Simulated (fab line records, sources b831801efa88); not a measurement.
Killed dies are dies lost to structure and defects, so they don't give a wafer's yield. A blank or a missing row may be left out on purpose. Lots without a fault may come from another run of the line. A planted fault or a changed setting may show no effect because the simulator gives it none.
Problem report in the 8D (eight disciplines) form, filled by code | flow sfq_line | the parts of the form that need people (team, actions taken, sign-off) are left out

1. THE PROBLEM
run_length_s at SFQ_TRILAYER_I2_VIA_BARC_OPEN_VIA_ETCH_096 reads a mean of 73.0 s on 3 wafers of 2 lots; wafers without a fault read 69.9 s with a standard deviation of 0.46. That is +6.7 standard deviations from the usual mean.
The step: etches BARC in O2, target depth 125 nm, time 41.7 s.
First seen on wafer L487.4, day 30 13:58, on rie_diel-01. The record holds 42 wafers of 14 lots with a number at this step. Rule for "out", or "out of limits": more than 4 standard deviations from the usual mean. The other wafers with a number count as sound.

2. WHAT IT IS AND WHAT IT IS NOT
question                    | is                     | is not
which readings at this step | run_length_s           | drypump_motor_current_A
which lots                  | L487, L488             | L473, L474, L477, L478, L479, L480, L481, L482, L491, L492, L494, L495
which wafers of those lots  | L487.4, L487.6, L488.1 | L487.3, L488.3, L488.6
read on which tools         | rie_diel-01            | rie_diel-02, rie_diel-03
when                        | from day 30 13:58      | up to then (25 sound wafers); but 14 sound wafers of L488, L491, L492, L494, L495 came after

3. SUSPECTS, AND WHAT RULES EACH OUT
Counting: a tool at a process step up to the reading stays a suspect if it ran every lot that is out. Sound lots after the first of them don't rule it out here, since some wafers of a struck lot are sound.
- rie_diel-01 at SFQ_TRILAYER_I2_VIA_BARC_OPEN_VIA_ETCH_096 (etches BARC in O2, target depth 125 nm, time 41.7 s): kept. It ran every lot that is out, first L487 (day 30 13:58); its last sound lot up to then is L480 (day 27 20:32). Its own readings are out on those wafers: run_length_s.
- Within rie_diel-01 at SFQ_TRILAYER_I2_VIA_BARC_OPEN_VIA_ETCH_096: the wafers that are out ran in chamber 0; their sound lot-mates ran in chambers 1, 2, 3.
Left after counting: rie_diel-01 at SFQ_TRILAYER_I2_VIA_BARC_OPEN_VIA_ETCH_096.

4. THE CAUSE (what the simulator had put in)
Process parameter drift: rie_diel-01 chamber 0, from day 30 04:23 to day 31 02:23, at SFQ_TRILAYER_I2_VIA_BARC_OPEN_VIA_ETCH_096. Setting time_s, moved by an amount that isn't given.
Counting left only this tool.

5. THE CHAIN OF EFFECTS, in route order
Each row: a reading whose mean over the struck wafers that have a number lies more than 3 standard deviations from the usual. Only readings for which the record gives a usual standard deviation are gone through. hours: the time from each lot's start at the first step in this table that gives one to its start at this step, as a median over the lots. sigmas: the change in usual standard deviations.
hours | step                                       | reading      | usual  | on struck wafers | change | sigmas
0     | SFQ_TRILAYER_I2_VIA_BARC_OPEN_VIA_ETCH_096 | run_length_s | 69.9 s | 73.0             | +3.1   | +6.7
The process steps in it:
- SFQ_TRILAYER_I2_VIA_BARC_OPEN_VIA_ETCH_096: etches BARC in O2, target depth 125 nm, time 41.7 s.
Later measuring or inspecting steps at which every struck wafer that the step has a row for has a number for every such reading, and none has moved that far: SFQ_I5_OVL_MEAS_936, SFQ_M8_THK_MEAS_950.

6. WHAT WOULD HAVE CAUGHT IT SOONER
In this record the first reading out of limits was taken at day 30 13:58, 10 hours after the fault began at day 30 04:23.
